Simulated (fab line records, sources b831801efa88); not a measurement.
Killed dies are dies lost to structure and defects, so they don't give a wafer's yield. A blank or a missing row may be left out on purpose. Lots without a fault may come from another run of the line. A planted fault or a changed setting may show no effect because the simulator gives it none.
Which tool did it? | flow sky130 | 10 lots, 30 wafers sampled, at 4 steps of a route of 708

WHAT THE GAUGES READ, wafer by wafer
SKY_CAP2M_OVL_MEAS_12. Usual: CAP2M_OVL 0.7 nm, standard deviation 1.5.
lot  | measured     | on         | CAP2M_OVL (nm) | flag
L871 | day 41 03:07 | overlay-02 | -0.5 0.2 0.8   |
L875 | day 42 23:16 | overlay-01 | 0.0 2.4 1.4    |
L876 | day 43 02:53 | overlay-02 | 1.6 2.9 1.4    |
L879 | day 44 02:07 | overlay-01 | 2.1 0.3 0.7    |
L880 | day 44 10:28 | overlay-01 | -2.4 -0.7 -0.1 |
L883 | day 44 14:34 | overlay-02 | -1.4 -0.8 -0.5 |
L882 | day 44 17:01 | overlay-01 | -1.0 -0.4 -0.6 |
L884 | day 44 23:22 | overlay-02 | 1.3 2.8 1.7    |
L891 | day 47 02:10 | overlay-01 | -1.1 1.7 0.6   |
L892 | day 47 07:16 | overlay-01 | -1.3 -1.0 -1.3 |

SKY_METAL5_RS_MEAS_05: measures by four-point-probe. Usual: METAL5_ALCU_RS 0.02722 ohm/sq, standard deviation 0.00026.
lot  | measured     | on            | METAL5_ALCU_RS (ohm/sq) | flag
L871 | day 43 05:50 | film_metro-01 | 0.02742 0.0273 0.02733  |
L875 | day 44 23:30 | film_metro-01 | 0.02705 0.02729 0.02726 |
L876 | day 45 03:26 | film_metro-04 | 0.02713 0.02718 0.02712 |
L879 | day 46 00:08 | film_metro-02 | 0.02664 0.02715 0.02679 |
L880 | day 46 09:01 | film_metro-01 | 0.02705 0.02712 0.02714 |
L883 | day 46 12:52 | film_metro-02 | 8.7235 8.6739 8.6847    | OFF
L882 | day 46 14:19 | film_metro-04 | 8.7469 8.6651 8.7715    | OFF
L884 | day 46 20:51 | film_metro-01 | 8.6399 8.703 8.6874     | OFF
L891 | day 48 19:58 | film_metro-01 | 0.02783 0.02762 0.02733 |
L892 | day 49 02:10 | film_metro-01 | 0.0271 0.02712 0.0272   |

SKY_METAL5_THK_MEAS_06: measures by xrf. Usual: METAL5_ALCU_THK 1157 nm, standard deviation 13.
lot  | measured     | on            | METAL5_ALCU_THK (nm) | flag
L871 | day 43 05:56 | film_metro-01 | 1146 1157 1152       |
L875 | day 44 23:37 | film_metro-01 | 1163 1163 1154       |
L876 | day 45 03:32 | film_metro-04 | 1152 1157 1166       |
L879 | day 46 00:15 | film_metro-02 | 1189 1164 1184       |
L880 | day 46 09:08 | film_metro-01 | 1161 1160 1161       |
L883 | day 46 12:58 | film_metro-02 | <0 <0 <0             | OFF
L882 | day 46 14:25 | film_metro-04 | <0 <0 <0             | OFF
L884 | day 46 20:58 | film_metro-01 | <1 <1 <1             | OFF
L891 | day 48 20:05 | film_metro-01 | 1125 1141 1140       |
L892 | day 49 02:17 | film_metro-01 | 1162 1157 1150       |

WHICH TOOL RAN EACH LOT (tool, then ch and the chambers of the sampled wafers, then the start)
lot  | SKY_METAL5_SPUTTER_02
L871 | pvd_sputter-04, day 43 05:41
L875 | pvd_sputter-03, day 44 23:22
L876 | pvd_sputter-01, day 45 03:17
L879 | pvd_sputter-03, day 46 00:01
L880 | pvd_sputter-03, day 46 08:54
L883 | pvd_sputter-01, day 46 12:43
L882 | pvd_sputter-04, day 46 14:10
L884 | pvd_sputter-03, day 46 20:43
L891 | pvd_sputter-01, day 48 19:51
L892 | pvd_sputter-01, day 49 02:02
- SKY_METAL5_SPUTTER_02: material AlCu, target thk 1150 nm, time 61.2 s.

WHAT THE TOOLS THEMSELVES READ (means of the sampled wafers that have a number; where no wafer has one, the mark that the record gives instead)
SKY_METAL5_SPUTTER_02. Usual: cathode_dc_power_W 10600 W, standard deviation 2; chamber_pressure_pa 0.3999 Pa, standard deviation 0.00083; throttle_valve_pct 30.3 %, standard deviation 1.2.
lot  | tool           | cathode_dc_power_W (W) | chamber_pressure_pa (Pa) | throttle_valve_pct (%) | flag
L871 | pvd_sputter-04 | 10601                  | 0.3996                   | 31.2                   |
L875 | pvd_sputter-03 | 10599                  | 0.4002                   | 29.2                   |
L876 | pvd_sputter-01 | 10600                  | 0.4003                   | 29.8                   |
L879 | pvd_sputter-03 | 10599                  | 0.4005                   | 29.1                   |
L880 | pvd_sputter-03 | 10599                  | 0.3996                   | 28.8                   |
L883 | pvd_sputter-01 | -                      | -                        | -                      | OFF
L882 | pvd_sputter-04 | -                      | -                        | -                      | OFF
L884 | pvd_sputter-03 | -                      | -                        | -                      | OFF
L891 | pvd_sputter-01 | 10599                  | 0.4006                   | 29.4                   |
L892 | pvd_sputter-01 | 10600                  | 0.4003                   | 30.2                   |

THE ANSWER, worked out from the rows above alone
Rule: a lot is off if the mean of its wafers that have a number lies more than 3 standard deviations from the usual mean. A lot without any number at a reading at which 4 lots or more have one is off too. The other lots that the step has rows for count as sound. The gauges are gone through in route order, then the tools' own readings, and for those a lot's mean is taken as printed above. The first step at which some lot is off is used, and at that step the reading that is off furthest; a lot without a number counts as furthest.
Off: L883, L882, L884, at SKY_METAL5_RS_MEAS_05 (METAL5_ALCU_RS).
A tool fits if, at a process step before that reading, it ran every lot that is off, and no sound lot after the first of them. The gauges at SKY_METAL5_RS_MEAS_05 aren't tried: what is off there is off at SKY_METAL5_SPUTTER_02 too, on other tools, and a gauge's error can't cause that. None of those tried fits.

WHAT THE SIMULATOR HAD PUT IN
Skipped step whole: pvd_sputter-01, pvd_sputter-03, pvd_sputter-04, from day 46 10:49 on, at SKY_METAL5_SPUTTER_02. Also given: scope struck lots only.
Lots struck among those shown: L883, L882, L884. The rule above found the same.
